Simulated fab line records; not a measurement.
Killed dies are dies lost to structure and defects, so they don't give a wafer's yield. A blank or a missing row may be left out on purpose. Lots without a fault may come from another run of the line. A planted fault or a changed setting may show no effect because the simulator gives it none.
Which tool was responsible? + flow gf180mcu + 7 lots, 21 wafers sampled, at 3 steps of a route of 602

WHAT THE GAUGES READ, wafer by wafer
GF_NWELL_OVL_MEAS_07.
| lot  | measured    | on         | NWELL_OVL (nm) |
|------|-------------|------------|----------------|
| L940 | day 3 13:07 | overlay-01 | -0.5 -2.5 -0.1 |
| L944 | day 4 10:53 | overlay-01 | -0.7 -1.5 0.1  |
| L946 | day 4 21:55 | overlay-02 | -3.0 -0.6 -1.1 |
| L948 | day 5 06:32 | overlay-01 | 0.8 -0.7 0.0   |
| L951 | day 6 01:17 | overlay-02 | - - -          |
| L960 | day 8 03:23 | overlay-02 | 0.4 1.1 0.4    |
| L962 | day 8 18:07 | overlay-02 | -2.2 -2.9 -2.0 |

EACH LOT AND THE TOOL THAT RAN IT (in order: tool; ch and the chambers of the sampled wafers; start)
| lot  | GF_STI_ETCH_13                    | GF_NWELL_COAT_02                 |
|------|-----------------------------------|----------------------------------|
| L940 | rie-diel-03 ch 0,1,2, day 2 07:08 | litho-track-02 ch 0, day 3 06:08 |
| L944 | rie-diel-03 ch 1,3, day 3 03:11   | litho-track-04 ch 0, day 4 03:57 |
| L946 | rie-diel-01 ch 0,3, day 3 13:44   | litho-track-02 ch 0, day 4 14:11 |
| L948 | rie-diel-01 ch 1,2,3, day 3 23:11 | litho-track-01 ch 0, day 4 23:49 |
| L951 | rie-diel-03 ch 0,3, day 4 14:11   | litho-track-02, day 5 17:58      |
| L960 | rie-diel-03 ch 0,1,3, day 6 15:17 | litho-track-02 ch 0, day 7 19:44 |
| L962 | rie-diel-04 ch 0,1,3, day 7 00:35 | litho-track-01 ch 0, day 8 09:34 |
- GF_STI_ETCH_13: etches the open film in CHF3/O2, stops on Si, target depth 282.31 nm, time 112.9 s.
- GF_NWELL_COAT_02: resist thk 3000 nm.

THE ANSWER, worked out from the rows above alone
Rule: what is usual is taken from the lots themselves. The widest of any qualifying gaps counts: lots, ordered by their means at a reading, are off when they make up no more than a third of the lots, leave a main group of 4 or more, and stand apart from it by 3 or more times the standard deviation of that group's means. Not used: any main group whose means are identical at the precision the tables above print for the reading. Also off: a lot with no number at a reading for which 4 or more lots have one. All remaining lots with rows at the step are treated as sound.
Off: L951, at GF_NWELL_OVL_MEAS_07 (NWELL_OVL). Without a number there: L951. The main group has a mean of -0.8 nm with a standard deviation of 0.99.
A tool fits if, at a process step before that reading, it ran every lot that is off, and no sound lot after the first of them. Gauges at GF_NWELL_OVL_MEAS_07: tried the same way as those tools. Of those tried, none fits.

WHAT WAS PUT IN BY THE SIMULATOR
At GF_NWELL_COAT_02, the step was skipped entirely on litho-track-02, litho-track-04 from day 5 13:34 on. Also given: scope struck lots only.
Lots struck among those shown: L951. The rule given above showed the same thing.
